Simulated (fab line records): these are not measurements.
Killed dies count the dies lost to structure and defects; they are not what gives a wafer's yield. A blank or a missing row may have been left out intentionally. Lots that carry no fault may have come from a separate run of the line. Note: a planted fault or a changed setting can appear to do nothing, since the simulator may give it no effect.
What tool caused it? | flow sfq-line | 13 lots with 39 wafers sampled at 6 steps, on a route of 325 steps

## WHAT EACH GAUGE READ, for each wafer
SFQ_I1_BOW_MEAS_912.
lot  | measured     | on            | I1_BOW (um)
L624 | day 18 19:39 | film-metro-03 | 14 10 9
L625 | day 19 00:31 | film-metro-04 | 6 5 7
L626 | day 19 07:07 | film-metro-03 | 6 -4 5
L628 | day 20 22:03 | film-metro-03 | 8 2 13
L629 | day 21 10:04 | film-metro-04 | -2 -2 3
L635 | day 23 10:47 | film-metro-03 | -4 5 5
L640 | day 25 10:55 | film-metro-02 | 5 0 -7
L641 | day 25 17:19 | film-metro-02 | 3 -12 -6
L643 | day 30 06:31 | film-metro-03 | 3 2 2
L644 | day 33 05:59 | film-metro-03 | -3 7 -4
L645 | day 33 14:59 | film-metro-02 | -2 10 -3
L646 | day 34 02:51 | film-metro-03 | -9 -14 -6
L647 | day 34 21:46 | film-metro-03 | -1 -5 7

SFQ_M3_OVL_MEAS_921.
lot  | measured     | on         | M3_OVL (nm)
L624 | day 44 21:56 | overlay-02 | 3 -4 3
L625 | day 45 01:31 | overlay-01 | -5 -6 3
L626 | day 45 06:19 | overlay-01 | 1 7 -3
L628 | day 46 11:15 | overlay-01 | -10 2 -9
L629 | day 46 19:40 | overlay-02 | 8 5 7
L635 | day 49 02:58 | overlay-01 | 3 2 -2
L640 | day 51 03:18 | overlay-01 | -9 -4 -4
L641 | day 51 05:42 | overlay-01 | -7 -2 1
L643 | day 51 10:30 | overlay-01 | -9 -4 -4
L644 | day 51 23:46 | overlay-02 | -3 2 -5
L645 | day 52 06:50 | overlay-01 | 6 -2 -1
L646 | day 52 15:23 | overlay-01 | -7 -9 -3
L647 | day 53 11:56 | overlay-02 | -11 -12 -8

## EACH LOT AND THE TOOL THAT RAN IT (in order: tool; ch and the chambers of the sampled wafers; start)
lot  | SFQ_TRILAYER_I2_CMP_CMP_064   | SFQ_TRILAYER_I2_METRO_MEASURE_065 | SFQ_TRILAYER_I2_VIA_ETCH_VIA_ETCH_070 | SFQ_TRILAYER_I2_VIA_STRIP_STRIP_071
L624 | cmp-02 ch 2,3, day 32 07:45   | film-metro-04, day 32 11:28       | rie-diel-02 ch 0,3, day 39 06:02      | rie-metal-02 ch 0,1, day 39 06:20
L625 | cmp-02 ch 0,1,3, day 32 11:21 | film-metro-04, day 32 14:28       | rie-diel-04 ch 2,3, day 39 09:38      | rie-metal-04 ch 0,1, day 39 09:44
L626 | cmp-02 ch 0,2,3, day 32 14:57 | film-metro-01, day 32 18:04       | rie-diel-03 ch 0,1,2, day 39 12:02    | rie-metal-01 ch 0,1, day 39 12:08
L628 | cmp-02 ch 0,2, day 34 04:22   | film-metro-02, day 34 06:59       | rie-diel-03 ch 1,2,3, day 40 13:14    | rie-metal-02 ch 0,1, day 40 13:20
L629 | cmp-01 ch 1,2,3, day 34 13:16 | film-metro-04, day 34 16:05       | rie-diel-03 ch 0,2, day 40 19:14      | rie-metal-02 ch 0,1, day 40 19:20
L635 | cmp-02 ch 0,2,3, day 37 03:38 | film-metro-01, day 37 06:46       | rie-diel-03 ch 1,2,3, day 43 04:00    | rie-metal-02 ch 0,1, day 43 04:07
L640 | cmp-02 ch 2,3, day 39 10:07   | film-metro-04, day 39 13:14       | rie-diel-02 ch 1,3, day 45 07:36      | rie-metal-02 ch 0,1, day 45 07:43
L641 | cmp-02 ch 1,2, day 39 19:07   | film-metro-04, day 39 22:14       | rie-diel-03 ch 0,1,2, day 45 08:56    | rie-metal-01 ch 0,1, day 45 09:02
L643 | cmp-02 ch 0,1,3, day 42 22:48 | film-metro-02, day 43 00:55       | rie-diel-04 ch 0,2, day 45 11:20      | rie-metal-01 ch 0,1, day 45 11:26
L644 | cmp-01 ch 0,2, day 45 17:37   | film-metro-02, day 45 20:38       | rie-diel-04 ch 0,1,3, day 51 20:11    | rie-metal-02 ch 0,1, day 51 20:29
L645 | cmp-02 ch 0,1,3, day 46 01:19 | film-metro-01, day 46 03:50       | rie-diel-04 ch 1,2, day 52 03:23      | rie-metal-04 ch 0,1, day 52 03:41
L646 | cmp-02 ch 0,3, day 46 11:22   | film-metro-01, day 46 14:29       | rie-diel-04 ch 0,2, day 52 11:47      | rie-metal-02 ch 0,1, day 52 11:53
L647 | cmp-01 ch 2,3, day 47 06:19   | film-metro-02, day 47 09:26       | rie-diel-04 ch 0,2,3, day 53 05:00    | rie-metal-02 ch 0,1, day 53 05:07
- SFQ_TRILAYER_I2_CMP_CMP_064: polishes SiO2.
- SFQ_TRILAYER_I2_METRO_MEASURE_065
- SFQ_TRILAYER_I2_VIA_ETCH_VIA_ETCH_070: etches SiO2 in CHF3, stops on Nb, target depth 260 nm.
- SFQ_TRILAYER_I2_VIA_STRIP_STRIP_071: strips in O2.

## WHAT THE TOOLS THEMSELVES READ (means of the sampled wafers that have a number; where no wafer has one, the mark that the record gives instead)
SFQ_TRILAYER_I2_CMP_CMP_064.
lot  | tool   | motor-current-A (A) | time-to-endpoint-s (s)
L624 | cmp-02 | 10.2                | 213
L625 | cmp-02 | 10.4                | 204
L626 | cmp-02 | 10.2                | 212
L628 | cmp-02 | 10.0                | 207
L629 | cmp-01 | 10.0                | 213
L635 | cmp-02 | 10.2                | 210
L640 | cmp-02 | 10.0                | 207
L641 | cmp-02 | 9.8                 | 194
L643 | cmp-02 | 10.5                | 198
L644 | cmp-01 | 10.4                | 205
L645 | cmp-02 | 10.2                | 209
L646 | cmp-02 | 10.9                | 222
L647 | cmp-01 | 10.6                | 215

SFQ_TRILAYER_I2_METRO_MEASURE_065.
lot  | tool          | thk-nm (nm)
L624 | film-metro-04 | 198.9
L625 | film-metro-04 | 199.5
L626 | film-metro-01 | 199.1
L628 | film-metro-02 | 198.1
L629 | film-metro-04 | 200.3
L635 | film-metro-01 | 193.1
L640 | film-metro-04 | 199.0
L641 | film-metro-04 | 198.4
L643 | film-metro-02 | 198.2
L644 | film-metro-02 | 200.8
L645 | film-metro-01 | 200.2
L646 | film-metro-01 | 200.5
L647 | film-metro-02 | 199.6

SFQ_TRILAYER_I2_VIA_ETCH_VIA_ETCH_070.
lot  | tool        | drypump-motor-current-A (A) | oes-product-au (a.u.)
L624 | rie-diel-02 | 6.1                         | 0.852
L625 | rie-diel-04 | 5.5                         | 0.856
L626 | rie-diel-03 | 5.1                         | 0.851
L628 | rie-diel-03 | 5.1                         | 0.851
L629 | rie-diel-03 | 5.2                         | 0.855
L635 | rie-diel-03 | 5.2                         | 0.834
L640 | rie-diel-02 | 5.6                         | 0.855
L641 | rie-diel-03 | 5.1                         | 0.853
L643 | rie-diel-04 | 5.7                         | 0.848
L644 | rie-diel-04 | 5.5                         | 0.856
L645 | rie-diel-04 | 5.3                         | 0.857
L646 | rie-diel-04 | 5.7                         | 0.859
L647 | rie-diel-04 | 5.6                         | 0.850

SFQ_TRILAYER_I2_VIA_STRIP_STRIP_071.
lot  | tool         | drypump-motor-current-A (A) | oes-product-au (a.u.)
L624 | rie-metal-02 | 6.0                         | 0.999
L625 | rie-metal-04 | 5.5                         | 0.995
L626 | rie-metal-01 | 5.5                         | 0.996
L628 | rie-metal-02 | 6.0                         | 0.998
L629 | rie-metal-02 | 6.0                         | 0.992
L635 | rie-metal-02 | 5.8                         | 0.988
L640 | rie-metal-02 | 6.0                         | 0.997
L641 | rie-metal-01 | 5.8                         | 0.986
L643 | rie-metal-01 | 5.8                         | 0.991
L644 | rie-metal-02 | 5.8                         | 0.995
L645 | rie-metal-04 | 5.4                         | 0.991
L646 | rie-metal-02 | 5.8                         | 1.005
L647 | rie-metal-02 | 5.8                         | 0.995

## THE ANSWER, worked out from the rows above alone
Rule: usual is defined by the lots themselves. Put in order of their means at a reading, lots are off if they are a third of the lots or fewer, leave a main group of 4 or more, and stand apart from it by a gap of 3 or more times the standard deviation of the main group's means; of several such gaps the widest counts. A main group is skipped when, at the precision printed for the reading in the tables above, its means are all equal. A lot without any number at a reading at which 4 lots or more have one is off too. Where the step has rows for the other lots, those lots are counted as sound. The gauges are gone through in route order, then the tools' own readings, and for those a lot's mean is taken as printed above. At the first step where some lot is off, the reading lying furthest off is the one used; lots without a number count as furthest.
Off at SFQ_TRILAYER_I2_METRO_MEASURE_065 (thk-nm): L635. Mean 199.4 nm and standard deviation 0.88 in the main group.
If a tool, at that step or one of the process steps before it, ran each lot that is off and ran no sound lot following the first of them, it fits. None of those tried fits.

## WHAT HAD BEEN PUT IN BY THE SIMULATOR
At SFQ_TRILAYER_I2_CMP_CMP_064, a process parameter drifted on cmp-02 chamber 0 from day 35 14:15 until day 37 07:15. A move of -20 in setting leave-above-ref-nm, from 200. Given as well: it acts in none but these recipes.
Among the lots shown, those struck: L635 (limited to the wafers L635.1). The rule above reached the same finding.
